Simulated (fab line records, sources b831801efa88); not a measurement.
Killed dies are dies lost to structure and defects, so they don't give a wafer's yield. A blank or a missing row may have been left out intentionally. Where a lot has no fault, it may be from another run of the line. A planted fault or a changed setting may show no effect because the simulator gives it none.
Problem report, 8D (eight disciplines) form, completed by code -- flow gf180mcu -- the parts of the form that need people (team, actions taken, sign-off) are left out

## 1. WHAT IS WRONG
V3_CVD_02_THK at GF_V3_THK_MEAS_03 reads a mean of 891 nm on 1 wafer of 1 lot; wafers without a fault read 843 nm with a standard deviation of 11. Relative to the usual mean, that is a shift of +4.4 standard deviations.
Earliest sighting: wafer L716.6 on film-metro-01 at day 25 18:42. Wafers with a number at this step in the record: 15, from 5 lots. By rule, "out" or "out of limits" means more than 4 standard deviations away from the usual mean. Any other wafer with a number is counted as sound.

## 2. WHAT IT IS, AND WHAT IT ISN'T
question,is,is not
which readings at this step,V3_CVD_02_THK,-
which lots,L716,"L706, L707, L728, L729"
which wafers of those lots,L716.6,"L716.1, L716.3"
read on which gauges,film-metro-01,"film-metro-02, film-metro-03"
when,from day 25 18:42,"up to then (8 sound wafers); but 6 sound wafers of L728, L729 came after"

## 3. THE SUSPECTS, EACH WITH WHAT RULES IT OUT
Counting: if a tool at a process step up to the reading ran every lot that is out, it stays a suspect. Sound lots after the first of them don't rule it out here, since some wafers of a struck lot are sound.
- the gauge at GF_V3_THK_MEAS_03: kept. All the wafers that are out were read on film-metro-01, and no step on other tools shows them out.
- rie-metal-02 at GF_M3_METAL_ETCH_16 (etches the open film in Cl2/BCl3, stops on SiO2, target depth 627.5 nm, time 104.6 s): kept. L716, the lot that is out, went through it at day 25 17:49; up to then, the latest sound lot through it was L707 at day 22 22:05.
- plasma-asher-04 at GF_M3_STRIP_17 (strips in O2/N2): kept. L716, the lot that is out, went through it at day 25 17:56; up to then, the latest sound lot through it was L707 at day 22 22:11.
- pecvd-04 at GF_V3_CVD_02 (deposits SiO2 from TEOS, target thk 850 nm, time 94.851 s): kept. L716, the lot that is out, went through it at day 25 18:38; up to then, the latest sound lot through it was L707 at day 22 22:52.
- In pecvd-04 at GF_V3_CVD_02, the wafers that are out were processed in chamber 0 and their sound lot-mates in chambers 1, 2.
Left after counting: rie-metal-02 at GF_M3_METAL_ETCH_16, plasma-asher-04 at GF_M3_STRIP_17, pecvd-04 at GF_V3_CVD_02, film-metro-01 at GF_V3_THK_MEAS_03.

## 4. THE CAUSE (what the simulator had put in)
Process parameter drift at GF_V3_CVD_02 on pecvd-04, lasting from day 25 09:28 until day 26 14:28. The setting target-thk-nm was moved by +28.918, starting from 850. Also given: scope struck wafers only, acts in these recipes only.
After counting, 4 suspects remain, this tool included.

## 5. THE EFFECT CHAIN, in route order
Each row: a reading whose mean over the struck wafers that have a number lies more than 3 standard deviations from the usual. Readings are gone through only where the record gives a usual standard deviation; hours: the median, over the lots, of the time from a lot's start at the first step in this table giving one to that lot's start at this step; sigmas: the change measured in usual standard deviations.
hours,step,reading,usual,on struck wafers,change,sigmas
0,GF_V3_THK_MEAS_03,V3_CVD_02_THK,843 nm,891,+48,+4.4

## 6. HOW IT WOULD HAVE BEEN CAUGHT EARLIER
9 hours passed between the start of the fault at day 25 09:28 and the first reading out of limits at a measuring or inspecting step in this record, taken at day 25 18:42.
No tool reading at GF_V3_CVD_02 that has a usual standard deviation in the record was out on any struck wafer, so an alarm limit of 4 standard deviations on those readings would not have fired.
Lots out: 1; all had begun GF_V3_CVD_02 on pecvd-04 by day 25 18:42. Had the tool been put on hold then, not one of them would have been saved.
